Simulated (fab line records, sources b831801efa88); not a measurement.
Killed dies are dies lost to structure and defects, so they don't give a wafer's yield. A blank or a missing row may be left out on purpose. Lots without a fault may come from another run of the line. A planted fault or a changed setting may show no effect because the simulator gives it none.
Which tool did it? | flow gf180mcu | 11 lots, 33 wafers sampled, at 3 steps of a route of 602

WHAT THE GAUGES READ, wafer by wafer
GF_PSD_RS_MEAS_15: measures by four-point-probe.
lot  | measured     | on            | PSD_RS (ohm/sq)
L554 | day 14 04:47 | film_metro-02 | 108.9 109.1 109.2
L555 | day 14 17:54 | film_metro-04 | 108.2 107.8 108.3
L556 | day 14 22:14 | film_metro-03 | 109.3 108.7 108.5
L557 | day 15 08:26 | film_metro-04 | 108.5 108.4 108.9
L561 | day 16 18:08 | film_metro-03 | 108.5 108.9 108.9
L563 | day 17 07:12 | film_metro-02 | 110.8 110.9 111.3 110.8 111.2 110.8
L566 | day 18 14:23 | film_metro-04 | 108.6 108.8 108.8
L571 | day 20 12:16 | film_metro-03 | 108.3 108.4 108.2
L572 | day 20 22:07 | film_metro-04 | 108.2 108.3 108.4
L573 | day 20 23:55 | film_metro-03 | 108.4 108.6 108.3
L574 | day 21 09:42 | film_metro-02 | 108.5 108.5 109.2

WHICH TOOL RAN EACH LOT (tool, then ch and the chambers of the sampled wafers, then the start)
lot  | GF_PSD_IMPLANT_09               | GF_PSD_STRIP_10
L554 | implanter-04 ch 0, day 14 04:14 | plasma_asher-01 ch 0,1, day 14 04:22
L555 | implanter-03 ch 0, day 14 17:20 | plasma_asher-02 ch 0,1, day 14 17:29
L556 | implanter-01 ch 0, day 14 21:41 | plasma_asher-01 ch 0,1, day 14 21:49
L557 | implanter-03 ch 0, day 15 07:52 | plasma_asher-02 ch 0,1, day 15 07:59
L561 | implanter-01 ch 0, day 16 17:35 | plasma_asher-02 ch 0,1, day 16 17:43
L563 | implanter-01 ch 0, day 17 06:38 | plasma_asher-01 ch 0,1, day 17 06:47
L566 | implanter-03 ch 0, day 18 13:50 | plasma_asher-01 ch 0,1, day 18 13:58
L571 | implanter-01 ch 0, day 20 11:41 | plasma_asher-02 ch 0,1, day 20 11:50
L572 | implanter-01 ch 0, day 20 21:34 | plasma_asher-03 ch 0,1, day 20 21:41
L573 | implanter-01 ch 0, day 20 23:21 | plasma_asher-02 ch 0,1, day 20 23:29
L574 | implanter-01 ch 0, day 21 09:08 | plasma_asher-03 ch 0,1, day 21 09:16
- GF_PSD_IMPLANT_09
- GF_PSD_STRIP_10: strips in O2/N2.

THE ANSWER, worked out from the rows above alone
Rule: what is usual is taken from the lots themselves. Put in order of their means at a reading, lots are off if they are a third of the lots or fewer, leave a main group of 4 or more, and stand apart from it by a gap of 3 or more times the standard deviation of the main group's means; of several such gaps the widest counts. A main group whose means are all the same, to the digits that the tables above print for the reading, isn't used. A lot without any number at a reading at which 4 lots or more have one is off too. The other lots that the step has rows for count as sound.
Off: L563, at GF_PSD_RS_MEAS_15 (PSD_RS). The main group: mean 108.6 ohm/sq, standard deviation 0.28.
A tool fits if, at a process step before that reading, it ran every lot that is off, and no sound lot after the first of them. The gauges at GF_PSD_RS_MEAS_15 are tried like those tools. None of those tried fits.

WHAT THE SIMULATOR HAD PUT IN
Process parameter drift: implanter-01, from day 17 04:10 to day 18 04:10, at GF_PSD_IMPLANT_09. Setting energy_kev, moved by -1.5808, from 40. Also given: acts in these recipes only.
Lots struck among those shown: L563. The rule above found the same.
